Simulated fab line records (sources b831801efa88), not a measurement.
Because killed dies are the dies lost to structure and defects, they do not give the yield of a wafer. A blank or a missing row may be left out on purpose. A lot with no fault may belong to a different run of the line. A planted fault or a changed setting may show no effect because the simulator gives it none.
What tool caused it? -- flow gf180mcu -- Sampling: 12 lots, 35 wafers, 5 of 602 route steps

== WHAT THE GAUGES SHOWED, per wafer ==
GF_V5_THK_MEAS_01. Usual: V5_CVD_00_THK gives 299 nm (standard deviation 3.1).
lot,measured,on,V5_CVD_00_THK (nm),flag
L181,day 26 08:28,film_metro-03,300 305 303,
L182,day 26 21:41,film_metro-04,300 302 306,
L183,day 27 09:32,film_metro-02,299 301 299,
L185,day 27 22:22,film_metro-02,299 301 304,
L187,day 28 14:52,film_metro-03,300 300 296,
L188,day 29 06:08,film_metro-04,296 296 293,
L189,day 29 22:06,film_metro-02,298 300 301,
L190,day 30 00:31,film_metro-02,299 300 301,
L192,day 30 07:21,film_metro-02,299 300 296,
L191,day 30 12:17,film_metro-02,298 298 297,
L196,day 31 04:44,film_metro-02,297 297,
L197,day 31 09:02,film_metro-02,296 296 297,

GF_V5_THK_MEAS_03. Usual: V5_CVD_02_THK gives 1448 nm (standard deviation 18).
lot,measured,on,V5_CVD_02_THK (nm),flag
L181,day 26 08:38,film_metro-04,1469 1456 1476,
L182,day 26 21:51,film_metro-04,1464 1473 1461,
L183,day 27 09:42,film_metro-02,1454 1445 1470,
L185,day 27 22:32,film_metro-03,1429 1445 1462,
L187,day 28 15:01,film_metro-02,1464 1450 1471,
L188,day 29 06:19,film_metro-03,1429 1431 1434,
L189,day 29 22:16,film_metro-03,1403 1439 1447,
L190,day 30 00:45,film_metro-02,1454 1433 1455,
L192,day 30 07:31,film_metro-04,1442 1490 1470,
L191,day 30 12:27,film_metro-04,1430 1450 1463,
L196,day 31 04:53,film_metro-04,1461 1474 1461 1472,
L197,day 31 09:12,film_metro-03,1441 1458 1456,

== EACH LOT AND THE TOOL THAT RAN IT (in order: tool; ch and the chambers of the sampled wafers; start) ==
lot,GF_MIM_METAL_ETCH_19,GF_MIM_STRIP_20,GF_M5_PEB_05
L181,"rie_metal-04 ch 0,1, day 25 10:01","plasma_asher-04 ch 0, day 25 10:05","litho_track-04 ch 0, day 26 07:13"
L182,"rie_metal-02 ch 0,1, day 26 00:01","plasma_asher-03 ch 0,1, day 26 00:05","litho_track-02 ch 0, day 26 20:26"
L183,"rie_metal-02 ch 0,1, day 26 12:04","plasma_asher-01 ch 0,1, day 26 12:08","litho_track-04 ch 0, day 27 08:16"
L185,"rie_metal-04 ch 0,1, day 27 01:07","plasma_asher-04 ch 0,1, day 27 01:11","litho_track-02 ch 0, day 27 20:59"
L187,"rie_metal-02 ch 0,1, day 27 17:47","plasma_asher-04 ch 0,1, day 27 17:52","litho_track-01 ch 0, day 28 13:40"
L188,"rie_metal-01 ch 0,1, day 28 09:10","plasma_asher-03 ch 0,1, day 28 09:14","litho_track-01 ch 0, day 29 04:44"
L189,"rie_metal-01 ch 0,1, day 29 02:16","plasma_asher-01 ch 0,1, day 29 02:20","litho_track-01 ch 0, day 29 20:52"
L190,"rie_metal-04 ch 0,1, day 29 04:40","plasma_asher-04 ch 0,1, day 29 04:46","litho_track-04 ch 0, day 29 23:18"
L192,"rie_metal-02 ch 0, day 29 11:31","plasma_asher-03 ch 0,1, day 29 11:38","litho_track-02 ch 0, day 30 06:10"
L191,"rie_metal-04 ch 0,1, day 29 16:19","plasma_asher-03 ch 0, day 29 16:23","litho_track-02 ch 0, day 30 11:02"
L196,"rie_metal-01 ch 0,1, day 30 09:26","plasma_asher-03 ch 0,1, day 30 09:31","litho_track-01 ch 0, day 31 03:29"
L197,"rie_metal-04 ch 1, day 30 13:20","plasma_asher-04 ch 0,1, day 30 13:27","litho_track-04 ch 0, day 31 07:39"
- GF_MIM_METAL_ETCH_19: etches the open film in Cl2/BCl3, stops on Si3N4, target depth 324.5 nm, time 54.1 s.
- GF_MIM_STRIP_20: strips in O2/N2.
- GF_M5_PEB_05: peb time 90 s.

== WHAT THE TOOLS THEMSELVES READ (means of the sampled wafers that have a number; where no wafer has one, the mark that the record gives instead) ==
GF_MIM_METAL_ETCH_19. Usual: bcl3_flow_sccm 39.99 sccm, standard deviation 0.1; bias_w 140.1 W, standard deviation 0.46; drypump_motor_current_A 5.9 A, standard deviation 0.62; oes_product_au 0.944 a.u., standard deviation 0.0069; throttle_valve_pct 28.280 %, standard deviation 0.01.
lot,tool,bcl3_flow_sccm (sccm),bias_w (W),drypump_motor_current_A (A),oes_product_au (a.u.),throttle_valve_pct (%),flag
L181,rie_metal-04,40.08,140.4,5.0,0.950,28.277,
L182,rie_metal-02,39.98,139.3,6.1,0.938,28.280,
L183,rie_metal-02,40.03,140.1,6.4,0.946,28.273,
L185,rie_metal-04,39.92,140.4,5.4,0.940,28.278,
L187,rie_metal-02,40.02,140.0,6.1,0.936,28.289,
L188,rie_metal-01,40.03,139.9,6.3,0.948,28.280,
L189,rie_metal-01,39.90,140.2,6.3,0.942,28.285,
L190,rie_metal-04,40.07,140.2,5.0,0.948,28.280,
L192,rie_metal-02,40.02,140.8,6.6,0.942,28.277,
L191,rie_metal-04,39.95,139.9,5.0,0.935,28.288,
L196,rie_metal-01,40.06,140.6,6.2,0.939,28.285,
L197,rie_metal-04,40.03,140.0,5.8,0.942,28.276,

GF_MIM_STRIP_20. Usual: drypump_motor_current_A 5.2 A, standard deviation 0.48; heater_power_w 367 W, standard deviation 32; oes_product_au 0.691 a.u., standard deviation 0.0049; strip_time_to_endpoint_s 11.22 s, standard deviation 0.041.
lot,tool,drypump_motor_current_A (A),heater_power_w (W),oes_product_au (a.u.),strip_time_to_endpoint_s (s),flag
L181,plasma_asher-04,6.1,394,0.692,11.23,
L182,plasma_asher-03,4.8,332,0.686,11.20,
L183,plasma_asher-01,5.3,338,0.688,11.23,
L185,plasma_asher-04,5.8,391,0.684,11.15,
L187,plasma_asher-04,5.7,393,0.689,11.21,
L188,plasma_asher-03,4.8,350,0.691,11.27,
L189,plasma_asher-01,5.3,352,0.690,11.25,
L190,plasma_asher-04,5.7,393,0.692,11.24,
L192,plasma_asher-03,4.8,337,0.696,11.20,
L191,plasma_asher-03,4.7,361,0.687,11.19,
L196,plasma_asher-03,4.8,334,0.689,11.23,
L197,plasma_asher-04,5.8,389,0.695,11.24,

== THE ANSWER, worked out from the rows above alone ==
Rule: take the mean of a lot's wafers that have a number; if it is more than 3 standard deviations from the usual mean, the lot is off. A lot without any number at a reading at which 4 lots or more have one is off too. All remaining lots with rows at the step are treated as sound. After the gauges, taken in route order, come the tools' own readings; for these a lot's mean is taken, as printed above. The first step at which some lot is off is used, and at that step the reading that is off furthest; a lot without a number counts as furthest.
No lot is off on any of the readings shown, so nothing can be concluded from this.

== WHAT HAD BEEN PUT IN BY THE SIMULATOR ==
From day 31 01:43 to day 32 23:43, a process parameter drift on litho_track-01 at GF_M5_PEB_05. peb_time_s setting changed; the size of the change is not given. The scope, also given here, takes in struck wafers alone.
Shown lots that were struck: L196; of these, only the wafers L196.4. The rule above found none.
